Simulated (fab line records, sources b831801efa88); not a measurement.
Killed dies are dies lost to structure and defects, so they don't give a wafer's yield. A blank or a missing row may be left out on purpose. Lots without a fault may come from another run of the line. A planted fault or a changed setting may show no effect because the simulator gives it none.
Problem report in the 8D (eight disciplines) form, filled by code | flow sky130 | the parts of the form that need people (team, actions taken, sign-off) are left out

1. THE PROBLEM
SD_N_RS at SKY_SD_N_RS_MEAS_16 reads a mean of 70.23 ohm/sq on 2 wafers of 2 lots; wafers without a fault read 68.58 ohm/sq with a standard deviation of 0.11. That is +15 standard deviations from the usual mean.
The step: measures by four-point-probe.
First seen on wafer L532.5, day 30 23:49, on film_metro-03. The record holds 37 wafers of 13 lots with a number at this step. Rule for "out", or "out of limits": more than 4 standard deviations from the usual mean. The other wafers with a number count as sound.

2. WHAT IT IS AND WHAT IT IS NOT
question                    | is                | is not
which readings at this step | SD_N_RS           | -
which lots                  | L532, L537        | L524, L525, L526, L527, L528, L530, L542, L543, L545, L546, L547
which wafers of those lots  | L532.5, L537.1    | L532.4, L537.4
read on which gauges        | film_metro-03     | film_metro-01, film_metro-02
when                        | from day 30 23:49 | up to then (19 sound wafers); but 16 sound wafers of L537, L542, L543, L545, L546, L547 came after

3. SUSPECTS, AND WHAT RULES EACH OUT
Counting: a tool at a process step up to the reading stays a suspect if it ran every lot that is out. Sound lots after the first of them don't rule it out here, since some wafers of a struck lot are sound.
- the gauge at SKY_SD_N_RS_MEAS_16: ruled out. All the wafers that are out were read on film_metro-03, but those of them that SKY_SD_N_STRIP_11 has rows for are out there too, on other tools.
- implanter-03 at SKY_SD_N_IMPLANT_09: kept. It ran every lot that is out, first L532 (day 30 23:08); its last sound lot up to then is L527 (day 29 09:35).
- plasma_asher-01 at SKY_SD_N_STRIP_11 (strips in O2/N2): kept. It ran every lot that is out, first L532 (day 30 23:23); its last sound lot up to then is L530 (day 30 09:11). Its own readings are out on those wafers: strip_time_to_endpoint_s.
Left after counting: implanter-03 at SKY_SD_N_IMPLANT_09, plasma_asher-01 at SKY_SD_N_STRIP_11.

4. THE CAUSE (what the simulator had put in)
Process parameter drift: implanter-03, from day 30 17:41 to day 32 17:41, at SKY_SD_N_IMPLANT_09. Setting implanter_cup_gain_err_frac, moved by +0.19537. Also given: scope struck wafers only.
Counting left 2 suspects, and this tool is among them.

5. THE CHAIN OF EFFECTS, in route order
Each row: a reading whose mean over the struck wafers that have a number lies more than 3 standard deviations from the usual. Only readings for which the record gives a usual standard deviation are gone through. hours: the time from each lot's start at the first step in this table that gives one to its start at this step, as a median over the lots. sigmas: the change in usual standard deviations.
hours | step                | reading                  | usual        | on struck wafers | change | sigmas
0     | SKY_SD_N_STRIP_11   | strip_time_to_endpoint_s | 22.54 s      | 21.94            | -0.60  | -12
0     | SKY_SD_N_RS_MEAS_16 | SD_N_RS                  | 68.58 ohm/sq | 70.23            | +1.66  | +15
The process steps in it:
- SKY_SD_N_STRIP_11: strips in O2/N2.

6. WHAT WOULD HAVE CAUGHT IT SOONER
In this record the first reading out of limits at a measuring or inspecting step was taken at day 30 23:49, 6 hours after the fault began at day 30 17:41.
Of the tool readings at SKY_SD_N_IMPLANT_09 for which the record gives a usual standard deviation, none was out on any struck wafer, so an alarm limit of 4 standard deviations on them would not have fired.
Of the lots that are out (2), L537 began SKY_SD_N_IMPLANT_09 on implanter-03 after day 30 23:49. A hold on the tool at that time would have spared it.
